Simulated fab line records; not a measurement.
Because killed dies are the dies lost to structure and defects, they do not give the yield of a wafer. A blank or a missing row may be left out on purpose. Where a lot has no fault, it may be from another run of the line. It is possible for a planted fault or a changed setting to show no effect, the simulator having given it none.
2 desks, one fault    flow gf180mcu    numbers are kept per desk, each desk with only its own; the story behind them comes last

== FROM THE METROLOGY DESK ==
What the gauges read, lot by lot, whatever tool the lot ran on: means of the sampled wafers that have a number. The brackets show how far a lot's mean lies from the usual mean; more than 4 standard deviations puts the lot out of limits, marked OUT.
Columns: A = STI_OXIDATION_01_THK at GF_STI_THK_MEAS_22, usual 14.93 nm; B = VT_IMPLANT_03_OVL at GF_VT_IMPLANT_OVL_MEAS_40, usual 0.2 nm; C = HV_LDD_01_OVL at GF_HV_LDD_OVL_MEAS_20, usual -1.2 nm; D = HV_LDD_CVD_56_THK at GF_HV_LDD_THK_MEAS_57, usual 90.1 nm
lot   first seen here  A      B     C     D
L695  day 2 13:38      15.19  1.3   -1.1  90.7
L697  day 2 23:17      14.83  0.8   -0.6  84.3 (-7.7) OUT
L698  day 3 04:04      15.07  -1.4  -2.1  83.9 (-8.3) OUT
L702  day 4 01:13      14.51  0.1   -1.9  89.3
L707  day 5 03:56      14.79  -0.5  -3.0  89.6
L708  day 5 09:53      14.76  -1.0  0.7   89.9
L709  day 5 14:15      14.74  -0.0  -0.9  89.8
L710  day 5 19:01      14.93  -0.5  -4.8  90.1
L711  day 6 00:33      14.69  0.2   -2.1  89.2
L713  day 6 10:19      14.80  -1.9  0.2   90.6
L715  day 6 20:45      15.05  0.6   -0.8  90.7
L716  day 7 03:12      15.20  0.7   -0.3  89.9
This desk reports L697, L698 out of limits; the earliest was L697 at day 13 22:23 (HV_LDD_CVD_56_THK at GF_HV_LDD_THK_MEAS_57). In limits: L695, L702, L707, L708, L709, L710, L711, L713, L715, L716.

== DESK OF THE TOOL OWNER: lpcvd-02 ==
The tool's own readings at GF_HV_LDD_CVD_56 (deposits Si3N4 from DCS/NH3, target thk 90 nm, time 1543 s): means of the sampled wafers that have a number, for each lot that ran on this tool. The brackets show how far a lot's mean lies from the usual mean; more than 4 standard deviations puts the lot out of limits, marked OUT.
Columns: A = spike-tc-centre-C at GF_HV_LDD_CVD_56, usual 771.1 C; B = spike-tc-lower-C at GF_HV_LDD_CVD_56, usual 770.0 C; C = spike-tc-upper-C at GF_HV_LDD_CVD_56, usual 768.9 C; D = zone-power-centre-pct at GF_HV_LDD_CVD_56, usual 12.2 %; E = zone-power-top-pct at GF_HV_LDD_CVD_56, usual 26.6 %; F = zone-power-upper-pct at GF_HV_LDD_CVD_56, usual 13.4 %
lot   first seen here  A                B      C      D               E     F
L697  day 13 20:58     750.5 (-17) OUT  774.0  771.8  7.1 (-5.5) OUT  27.8  17.5 (+4.6) OUT
L698  day 13 22:23     749.4 (-18) OUT  773.7  771.2  7.1 (-5.5) OUT  27.8  17.5 (+4.6) OUT
L710  day 17 21:59     770.0            769.7  768.7  10.6            25.2  13.1
L711  day 18 10:39     770.3            770.4  768.6  12.2            28.1  14.5
L713  day 19 01:40     771.0            770.2  769.6  12.1            28.3  14.2
L715  day 19 19:23     770.1            769.6  770.0  10.8            25.3  13.2
L716  day 20 04:11     771.0            769.8  768.6  12.3            28.3  14.1
This desk finds L697, L698 out of limits, L697 being first, at day 13 20:58 (spike-tc-centre-C at GF_HV_LDD_CVD_56). In limits: L710, L711, L713, L715, L716.

== BROUGHT TOGETHER ==
The tool owner's desk could have raised an alarm at day 13 20:58, on L697, L698.
The metrology desk could have raised an alarm at day 13 22:23, on L697, L698.
On lpcvd-02, each named lot ran GF_HV_LDD_CVD_56.

== WHAT THE SIMULATOR HAD PUT IN ==
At GF_HV_LDD_CVD_56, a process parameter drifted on lpcvd-02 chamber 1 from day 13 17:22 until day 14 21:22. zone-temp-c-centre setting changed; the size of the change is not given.
Lots struck among those shown: L697, L698.
Fault start to first reading out of limits, in hours, per desk: tool owner, 4; metrology, 5.
